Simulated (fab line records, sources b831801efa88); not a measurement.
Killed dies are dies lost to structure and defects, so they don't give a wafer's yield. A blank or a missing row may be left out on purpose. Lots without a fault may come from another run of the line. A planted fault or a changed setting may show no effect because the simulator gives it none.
fab line records | flow sfq_line
record lots=7 wafers=21 last_day=86
route steps=325 shown M2@92 I2@103 M3@118
lots that met no fault: from a run of the same line without faults
start_h: hours from the record's first day to the start of the lot's first wafer shown | wait_h: hours since the lot's step before | " the same as in the row above | L1.1+2: a row that stands for several wafers | - no value, or no start given | * or withheld: withheld | < > ~ a bound
route shown NAME@n: a module of which the file shows steps, and the number in the route of the first | usual: mean/standard deviation of fault-free wafers | same: alike in all rows | chamber/n: place in a boat | sites: the reading at each site | _std_site: their standard deviation | _edge_site: outer sites' mean less inner sites' | radius_mm: how far each site lies from the wafer's centre | mask NAME#n: copy n | behind: the tool/chamber that last shaped the wafer | hold: why the lot was held/for how many hours/how that ended | device: the transistor (n, p or np) that didn't switch | end of line: the same wafers' tests at the end of the route | a step without rows: its recipe alone | killed: dies lost to structure and defects at the first sort, not the wafer's yield | map: a wafer's dies, x killed, . not, _ none there
set.NAME: the setting as run; set.NAME@STEP: as run at that earlier step | model.NAME: the simulator's own value behind a step, which no gauge read
lots at some steps of the route; a table a step, a row a wafer
services: from which hour (start_h, from the record's first day; less than 0 if before it) a tool's chamber was out of use, for how many hours, and why
## steps
# step SFQ_TRILAYER_M2_LITHO_COAT_062
# recipe resist=BARC spin_rpm=3000 resist_thk_nm=62
# step SFQ_TRILAYER_M2_LITHO_COAT_057
# recipe resist=KrF spin_rpm=3000 resist_thk_nm=600
# step SFQ_TRILAYER_M2_LITHO_SOFTBAKE_061
# recipe temp_c=withheld time_s=withheld resist=KrF
# step SFQ_TRILAYER_M2_LITHO_EXPOSE_058
# recipe mask_id=M2 na=0.6 source_shape=conventional sigma_outer=0.65 target_cd_nm=500 dose_mj=14.4
# step SFQ_TRILAYER_M2_LITHO_PEB_060
# recipe peb_temp_c=115 peb_time_s=60 resist=KrF
# step SFQ_TRILAYER_M2_LITHO_DEVELOP_059
# recipe time_s=60 resist=KrF
# step SFQ_M2_OVL_MEAS_916
# usual M2_OVL=-1/6
# columns lot.wafer tool chamber start_h wait_h M2_OVL[nm]
L724.1 overlay-01 - 359.11 0.1 5
L724.2 " - " " -9
L724.5 " - " " 1
L734.2 overlay-02 - 786.16 0.1 -5
L734.4 " - " " -4
L734.5 " - " " -4
L735.2 overlay-01 - 823.85 0.1 -4
L735.3 " - " " -5
L735.5 " - " " 0
L736.1 overlay-01 - 825.04 0.1 -2
L736.4 " - " " 6
L736.5 " - " " -4
L738.1 overlay-01 - 829.84 0.1 -3
L738.4 " - " " -1
L738.5 " - " " 1
L745.1 overlay-01 - 966.37 0.1 -1
L745.2 " - " " -12
L745.4 " - " " -11
L746.1 overlay-01 - 968.77 0.1 -2
L746.2 " - " " -1
L746.3 " - " " -1
# step SFQ_TRILAYER_M2_BARC_OPEN_METAL_ETCH_077
# recipe mask_material=PR chemistry=O2 target_depth_nm=125 target=BARC icp_w=583.3 bias_w=80 pressure_mtorr=10 time_s=41.7
# usual drypump_motor_current_A=5.8/0.54 oes_product_au=0.685/0.0043
# columns lot.wafer tool chamber start_h wait_h drypump_motor_current_A oes_product_au rf_hours_counter_h
L724.1 rie_metal-02 1 359.15 0.0 5.2 0.693 47
L724.2 " 0 " " 6.1 0.680 53
L724.5 " 0 " " 6.1 0.678 -
L734.2 rie_metal-01 0 786.19 0.0 5.3 0.682 144
L734.4 " 0 " " 5.3 0.688 -
L734.5 " 1 " " 6.2 0.678 -
L735.2 rie_metal-03 0 823.88 0.0 6.6 0.687 41
L735.3 " 0 " " 6.7 0.680 -
L735.5 " 0 " " 6.6 0.691 -
L736.1 rie_metal-02 1 825.08 0.0 5.2 0.686 121
L736.4 " 1 " " 5.2 0.690 -
L736.5 " 0 " " 6.1 0.687 -
L738.1 rie_metal-02 0 829.88 0.0 6.1 0.690 125
L738.4 " 1 " " 5.2 0.689 -
L738.5 " 1 " " 5.2 0.685 -
L745.1 rie_metal-02 1 966.40 0.0 5.2 0.688 139
L745.2 " 1 " " 5.2 0.685 -
L745.4 " 1 " " 5.2 0.693 -
L746.1 rie_metal-01 1 969.25 0.5 6.2 0.683 121
L746.2 " 0 " " 5.3 0.684 19
L746.3 " 0 " " 5.3 0.686 -
# step SFQ_TRILAYER_M2_ETCH_METAL_ETCH_060
# recipe target=Nb stop_on=SiO2 mask_material=PR chemistry=Cl2/Ar target_depth_nm=240 icp_w=600 bias_w=80 pressure_mtorr=10 time_s=120
# usual drypump_motor_current_A=5.8/0.54 oes_product_au=0.894/0.0059
# columns lot.wafer tool chamber start_h wait_h drypump_motor_current_A oes_product_au rf_hours_counter_h
L724.1 rie_metal-02 1 359.21 0.0 5.2 0.885 47
L724.2 " 0 " " 6.1 0.893 53
L724.5 " 0 " " 6.1 0.891 -
L734.2 rie_metal-01 0 786.25 0.0 5.3 0.904 144
L734.4 " 0 " " 5.3 0.900 -
L734.5 " 1 " " 6.2 0.896 -
L735.2 rie_metal-03 0 823.94 0.0 6.6 0.898 41
L735.3 " 0 " " 6.6 0.892 -
L735.5 " 0 " " 6.6 0.906 -
L736.1 rie_metal-02 1 825.14 0.0 5.2 0.897 121
L736.4 " 1 " " 5.2 0.904 -
L736.5 " 0 " " 6.1 0.902 -
L738.1 rie_metal-02 0 829.94 0.0 6.1 0.894 125
L738.4 " 1 " " 5.2 0.902 -
L738.5 " 1 " " 5.2 0.891 -
L745.1 rie_metal-02 1 966.52 0.1 5.2 0.898 139
L745.2 " 1 " " 5.2 0.898 -
L745.4 " 1 " " 5.2 0.896 -
L746.1 rie_metal-01 1 969.31 0.0 6.2 0.899 122
L746.2 " 0 " " 5.3 0.898 19
L746.3 " 0 " " 5.3 0.890 -
# step SFQ_TRILAYER_M2_STRIP_STRIP_061
# recipe gas=O2 power_w=200 platen_temp_c=40 overash_fraction=0.65 chemistry=O2 pressure_mtorr=50
# usual drypump_motor_current_A=5.8/0.54 oes_product_au=1.000/0.0068
# columns lot.wafer tool chamber start_h wait_h drypump_motor_current_A oes_product_au rf_hours_counter_h
L724.1 rie_metal-02 1 359.33 0.1 5.2 0.994 47
L724.2 " 0 " " 6.1 0.997 53
L724.5 " 0 " " 6.1 1.008 -
L734.2 rie_metal-01 0 786.38 0.1 5.3 0.992 144
L734.4 " 0 " " 5.3 0.999 -
L734.5 " 1 " " 6.3 0.995 -
L735.2 rie_metal-03 0 824.06 0.1 6.6 1.006 41
L735.3 " 0 " " 6.6 1.002 -
L735.5 " 0 " " 6.7 1.008 -
L736.1 rie_metal-02 1 825.26 0.1 5.2 1.009 121
L736.4 " 1 " " 5.2 1.006 -
L736.5 " 0 " " 6.1 0.996 -
L738.1 rie_metal-02 0 830.06 0.1 6.1 1.008 125
L738.4 " 1 " " 5.2 0.996 -
L738.5 " 1 " " 5.2 0.995 -
L745.1 rie_metal-02 1 966.77 0.2 5.2 0.997 139
L745.2 " 1 " " 5.2 1.000 -
L745.4 " 1 " " 5.2 0.995 -
L746.1 rie_metal-01 1 969.43 0.1 6.2 1.011 122
L746.2 " 0 " " 5.3 1.000 19
L746.3 " 0 " " 5.3 1.003 -
# step SFQ_TRILAYER_M2_STRIP_SOLV_CLEAN_062
# recipe chemistry=NMP temp_c=70 time_s=600
# step SFQ_TRILAYER_I2_DEP_PECVD_063
# recipe material=SiO2 temp_c=150 time_s=111.11 pressure_torr=2.4 rf_w=183.3 precursor=SiH4/N2O target_thk_nm=500
# usual heater_power_w=84/8.2 throttle_valve_pct=24.4/1.5
# columns lot.wafer tool chamber start_h wait_h heater_power_w throttle_valve_pct
L724.1 pecvd-03 0 360.11 0.0 94 23.5
L724.2 " 1 " " 69 25.0
L724.5 " 2 " " 90 25.3
L734.2 pecvd-01 2 787.15 0.0 95 25.1
L734.4 " 1 " " 80 23.6
L734.5 " 2 " " 100 25.0
L735.2 pecvd-03 2 824.84 0.0 88 27.3
L735.3 " 1 " " 79 26.1
L735.5 " 0 " " 78 24.7
L736.1 pecvd-01 1 826.04 0.0 76 23.5
L736.4 " 1 " " 80 23.3
L736.5 " 2 " " 84 25.0
L738.1 pecvd-02 0 830.84 0.0 67 24.4
L738.4 " 0 " " 74 24.5
L738.5 " 0 " " 74 24.1
L745.1 pecvd-02 0 968.15 0.0 72 24.1
L745.2 " 2 " " 96 22.7
L745.4 " 2 " " 99 22.7
L746.1 pecvd-02 0 970.38 0.0 77 23.8
L746.2 " 2 " " 100 22.6
L746.3 " 1 " " 81 21.7
# step SFQ_TRILAYER_I2_CMP_CMP_064
# recipe material=SiO2 down_force_psi=3 platen_rpm=60 pad_velocity_m_s=0.94248
# usual motor_current_A=10.3/1.2 time_to_endpoint_s=213/7.4
# columns lot.wafer tool chamber start_h wait_h motor_current_A time_to_endpoint_s model.SiO2_of_TRILAYER_I2_DEP_PECVD_063.thk_nm
L724.2 cmp-01 2 363.56 3.4 7.8 213 200.8
L724.1 " 3 " " 10.2 206 199.9
L724.5 " 2 365.56 5.4 7.8 213 199.9
L734.4 cmp-02 1 788.43 1.2 11.6 219 199.3
L734.2 " 0 789.93 2.7 10.3 201 198.8
L734.5 " 1 " " 11.0 211 199.2
L735.2 cmp-02 0 830.93 6.1 10.7 205 199.9
L735.3 " 1 " " 11.5 183 218.9
L735.5 " 3 832.43 7.5 12.2 216 199
L736.4 cmp-02 1 833.93 7.8 11.5 197 217.4
L736.1 " 3 834.93 8.9 12.5 193 196.7
L736.5 " 1 835.93 9.8 11.5 192 217.7
L738.1 cmp-02 1 836.93 6.1 11.7 204 219.3
L738.4 " 2 " " 10.5 222 200.2
L738.5 " 1 838.93 8.0 10.8 209 219.4
L745.2 cmp-02 3 970.75 2.6 12.3 209 198.2
L745.4 " 1 971.75 3.5 10.7 214 198.5
L745.1 " 2 " " 11.2 205 199.4
L746.1 cmp-01 2 976.03 5.6 8.6 208 199.7
L746.2 " 0 977.03 6.6 11.1 217 199.2
L746.3 " 1 " " 9.7 207 198.9
# step SFQ_I2_BOW_MEAS_917
# recipe mode=bow
# usual I2_BOW=0/9.1
# columns lot.wafer tool chamber start_h wait_h I2_BOW[um]
L724.1 film_metro-04 - 366.06 1.5 6
L724.2 " - " " -4
L724.5 " - " " 6
L734.2 film_metro-02 - 791.45 1.0 4
L734.4 " - " " 14
L734.5 " - " " 11
L735.2 film_metro-04 - 833.45 2.0 -1
L735.3 " - " " 0
L735.5 " - " " -4
L736.1 film_metro-01 - 836.43 1.0 12
L736.4 " - " " 0
L736.5 " - " " 1
L738.1 film_metro-04 - 839.43 2.0 -1
L738.4 " - " " 0
L738.5 " - " " 12
L745.1 film_metro-02 - 973.75 1.0 11
L745.2 " - " " 4
L745.4 " - " " 17
L746.1 film_metro-02 - 979.03 2.5 -4
L746.2 " - " " -8
L746.3 " - " " -8
# step SFQ_TRILAYER_I2_METRO_MEASURE_065
# usual thk_nm=199.5/0.98
# columns lot.wafer tool chamber start_h wait_h thk_nm
L724.1 film_metro-04 - 366.18 0.1 200.0
L724.2 " - " " 200.9
L724.5 " - " " 199.8
L734.2 film_metro-02 - 791.75 0.3 198.8
L734.4 " - " " 199.4
L734.5 " - " " 199.3
L735.2 film_metro-04 - 833.75 0.3 199.8
L735.3 " - " " 218.8
L735.5 " - " " 198.9
L736.1 film_metro-01 - 836.55 0.1 196.6
L736.4 " - " " 217.3
L736.5 " - " " 217.7
L738.1 film_metro-04 - 839.55 0.1 219.2
L738.4 " - " " 200.0
L738.5 " - " " 219.4
L745.1 film_metro-02 - 973.87 0.1 199.3
L745.2 " - " " 198.1
L745.4 " - " " 198.5
L746.1 film_metro-02 - 979.15 0.1 199.7
L746.2 " - " " 199.3
L746.3 " - " " 199.0
# step SFQ_TRILAYER_I2_VIA_LITHO_COAT_072
# recipe resist=BARC spin_rpm=3000 resist_thk_nm=62
# step SFQ_TRILAYER_I2_VIA_LITHO_COAT_067
# recipe resist=KrF spin_rpm=3000 resist_thk_nm=650
# step SFQ_TRILAYER_I2_VIA_LITHO_SOFTBAKE_071
# recipe temp_c=withheld time_s=withheld resist=KrF
# step SFQ_TRILAYER_I2_VIA_LITHO_EXPOSE_068
# recipe mask_id=I2 na=0.6 source_shape=conventional sigma_outer=0.65 target_cd_nm=500 dose_mj=21.3
# step SFQ_TRILAYER_I2_VIA_LITHO_PEB_070
# recipe peb_temp_c=115 peb_time_s=60 resist=KrF
# step SFQ_TRILAYER_I2_VIA_LITHO_DEVELOP_069
# recipe time_s=60 resist=KrF
# step SFQ_I2_OVL_MEAS_918
# usual I2_OVL=-1/5.1
# columns lot.wafer tool chamber start_h wait_h I2_OVL[nm]
L724.1 overlay-02 - 478.34 0.1 -2
L724.2 " - " " -1
L724.5 " - " " 3
L734.2 overlay-02 - 918.37 0.1 -1
L734.4 " - " " -1
L734.5 " - " " 1
L735.2 overlay-01 - 960.37 0.1 -4
L735.3 " - " " -13
L735.5 " - " " -7
L736.1 overlay-01 - 965.17 0.1 -5
L736.4 " - " " -3
L736.5 " - " " -5
L738.1 overlay-01 - 969.97 0.1 -2
L738.4 " - " " -3
L738.5 " - " " 0
L745.1 overlay-02 - 1112.51 0.1 2
L745.2 " - " " -6
L745.4 " - " " -4
L746.1 overlay-01 - 1117.31 0.1 -11
L746.2 " - " " 1
L746.3 " - " " -6
# step SFQ_TRILAYER_I2_VIA_BARC_OPEN_VIA_ETCH_096
# recipe mask_material=PR chemistry=O2 target_depth_nm=125 target=BARC source_w=486.2 bias_w=80 pressure_mtorr=30 time_s=41.7
# step SFQ_TRILAYER_I2_VIA_ETCH_VIA_ETCH_070
# recipe target=SiO2 stop_on=Nb mask_material=PR taper_deg=20 chemistry=CHF3 target_depth_nm=260 source_w=500 bias_w=80 pressure_mtorr=30 time_s=withheld
# usual drypump_motor_current_A=5.9/0.47 oes_product_au=0.853/0.0048
# columns lot.wafer tool chamber start_h wait_h drypump_motor_current_A oes_product_au model.I2.feature_depth_nm model.etch.depth_nm
L724.1 rie_diel-03 0 478.41 0.0 6.1 0.852 199.9 199.9
L724.2 " 3 " " 6.3 0.864 200.8 200.8
L724.5 " 3 " " 6.3 0.855 199.9 199.9
L734.2 rie_diel-02 2 918.44 0.0 5.0 0.854 198.8 198.8
L734.4 " 3 " " 5.6 0.853 199.3 199.3
L734.5 " 1 " " 6.5 0.858 199.2 199.2
L735.2 rie_diel-02 0 960.44 0.0 5.9 0.853 199.9 199.9
L735.3 " 3 " " 5.6 0.898 218.9 218.9
L735.5 " 3 " " 5.6 0.855 199 199
L736.1 rie_diel-03 0 965.24 0.0 6.0 0.846 196.7 196.7
L736.4 " 1 " " 6.2 0.890 217.4 217.4
L736.5 " 3 " " 6.3 0.899 217.7 217.7
L738.1 rie_diel-02 3 970.04 0.0 5.6 0.898 219.3 219.3
L738.4 " 0 " " 5.9 0.853 200.2 200.2
L738.5 " 3 " " 5.6 0.898 219.4 219.4
L745.1 rie_diel-01 1 1112.59 0.0 6.3 0.847 199.4 199.4
L745.2 " 0 " " 6.8 0.845 198.2 198.2
L745.4 " 2 " " 5.5 0.854 198.5 198.5
L746.1 rie_diel-01 1 1117.39 0.0 6.3 0.857 199.7 199.7
L746.2 " 2 " " 5.5 0.858 199.2 199.2
L746.3 " 3 " " 5.8 0.856 198.9 198.9
# step SFQ_TRILAYER_I2_VIA_STRIP_STRIP_071
# recipe gas=O2 power_w=200 platen_temp_c=40 overash_fraction=0.65 chemistry=O2 pressure_mtorr=50
# step SFQ_TRILAYER_I2_VIA_STRIP_SOLV_CLEAN_072
# recipe chemistry=NMP temp_c=70 time_s=600
# step SFQ_TRILAYER_M3_DEP_PRE_CLEAN_074
# recipe gas=Ar time_s=22.5 bias_v=250
# columns lot.wafer tool chamber start_h wait_h model.SiO2_of_TRILAYER_I2_DEP_PECVD_063.thk_nm
L724.1+5 pvd_sputter-06 - 479.30 0.0 192.4
L724.2 " - " " 193.3
L734.2 pvd_sputter-05 - 919.33 0.0 191.3
L734.4 " - " " 191.8
L734.5 " - " " 191.7
L735.2 pvd_sputter-04 - 961.51 0.0 192.4
L735.3 " - " " 211.4
L735.5 " - " " 191.5
L736.1 pvd_sputter-05 - 966.13 0.0 189.2
L736.4 " - " " 209.9
L736.5 " - " " 210.2
L738.1 pvd_sputter-04 - 970.93 0.0 211.8
L738.4 " - " " 192.7
L738.5 " - " " 211.9
L745.1 pvd_sputter-06 - 1113.49 0.0 191.9
L745.2 " - " " 190.7
L745.4 " - " " 191
L746.1 pvd_sputter-06 - 1118.28 0.0 192.2
L746.2 " - " " 191.7
L746.3 " - " " 191.4
# step SFQ_TRILAYER_M3_DEP_SPUTTER_073
# recipe material=Nb base_pressure_pa=1.33e-06 chamber_pressure_pa=0.1333 substrate_temp_c=20 resputter_cathode_voltage_v=400 target_thk_nm=200 power_w=2050 time_s=133.3
# usual base_pressure_pa=1.33e-06/1e-07 substrate_temp_c=20.00/0.12 throttle_valve_pct=29.6/1.1
# columns lot.wafer tool chamber start_h wait_h base_pressure_pa substrate_temp_c throttle_valve_pct
L724.1 pvd_sputter-06 - 479.33 0.0 1.41e-06 20.07 30.2
L724.2 " - " " 1.28e-06 19.82 29.3
L724.5 " - " " 1.35e-06 20.15 28.1
L734.2 pvd_sputter-05 - 919.36 0.0 1.54e-06 20.00 30.0
L734.4 " - " " 1.39e-06 20.02 28.2
L734.5 " - " " 1.27e-06 20.05 30.9
L735.2 pvd_sputter-04 - 961.53 0.0 1.58e-06 19.98 31.0
L735.3 " - " " 1.26e-06 19.96 30.5
L735.5 " - " " 1.39e-06 19.96 30.2
L736.1 pvd_sputter-05 - 966.16 0.0 1.22e-06 19.96 31.3
L736.4 " - " " 1.27e-06 19.98 28.4
L736.5 " - " " 1.42e-06 20.05 31.0
L738.1 pvd_sputter-04 - 970.96 0.0 1.31e-06 20.01 30.3
L738.4 " - " " 1.44e-06 19.89 30.9
L738.5 " - " " 1.29e-06 20.06 29.0
L745.1 pvd_sputter-06 - 1113.52 0.0 1.22e-06 19.98 28.2
L745.2 " - " " 1.44e-06 19.99 28.8
L745.4 " - " " 1.36e-06 20.29 30.5
L746.1 pvd_sputter-06 - 1118.31 0.0 1.33e-06 19.90 28.1
L746.2 " - " " 1.3e-06 19.94 29.2
L746.3 " - " " 1.26e-06 19.87 30.2
## services
# columns tool chamber start_h hours kind
pvd_sputter-06 - 378.95 5.1 repair
cmp-02 - 519.69 1.1 repair
pvd_sputter-06 - 525.90 0.8 repair
rie_metal-02 0 575.51 4.6 repair
cmp-02 - 577.94 4.0 pm
rie_metal-02 0 592.82 10.0 repair
cmp-02 - 599.41 0.5 repair
rie_metal-01 1 616.85 12.0 repair
cmp-02 - 616.87 0.9 repair
cmp-02 - 618.20 11.6 repair
cmp-02 - 644.04 5.5 pm
rie_metal-01 - 695.73 14.6 pm
cmp-02 - 764.29 1.0 repair
cmp-02 - 766.43 6.6 pm
rie_metal-01 - 776.70 0.8 repair
cmp-02 - 815.02 0.2 repair
pvd_sputter-06 - 847.61 1.6 repair
rie_metal-02 0 886.28 3.5 repair
rie_metal-02 - 898.73 28.1 pm
cmp-02 - 904.29 0.2 repair
rie_metal-02 1 928.93 20.3 repair
rie_metal-01 1 1004.32 48.7 repair
rie_metal-02 - 1091.76 2.8 pm
rie_metal-01 - 1115.28 28.1 pm
## key
first_sign step=SFQ_TRILAYER_I2_CMP_CMP_064 reading=time_to_endpoint_s direction=down sigmas=2.1 usual=* struck=*
effect step=SFQ_TRILAYER_I2_METRO_MEASURE_065 reading=thk_nm direction=up sigmas=19 usual=199.5 struck=218.5
effect step=SFQ_TRILAYER_I2_VIA_ETCH_VIA_ETCH_070 reading=oes_product_au direction=up sigmas=9 usual=0.853 struck=0.897
model_effect step=SFQ_TRILAYER_I2_CMP_CMP_064 value=SiO2_of_TRILAYER_I2_DEP_PECVD_063.thk_nm without=198.5 struck=218.5
model_effect step=SFQ_TRILAYER_I2_VIA_ETCH_VIA_ETCH_070 value=I2.feature_depth_nm without=198.5 struck=218.5
model_effect step=SFQ_TRILAYER_M3_DEP_PRE_CLEAN_074 value=SiO2_of_TRILAYER_I2_DEP_PECVD_063.thk_nm without=191 struck=211
met_at SFQ_TRILAYER_I2_CMP_CMP_064
struck_wafers L735.3,L736.4,L736.5,L738.1,L738.5
onset_between 788.43 830.93
fault kind=process_parameter_drift tool=cmp-02 chamber=1 onset_h=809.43 steps=SFQ_TRILAYER_I2_CMP_CMP_064 channel=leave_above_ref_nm offset=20 shape=step end_h=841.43 acts_in=these_recipes_only stated=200
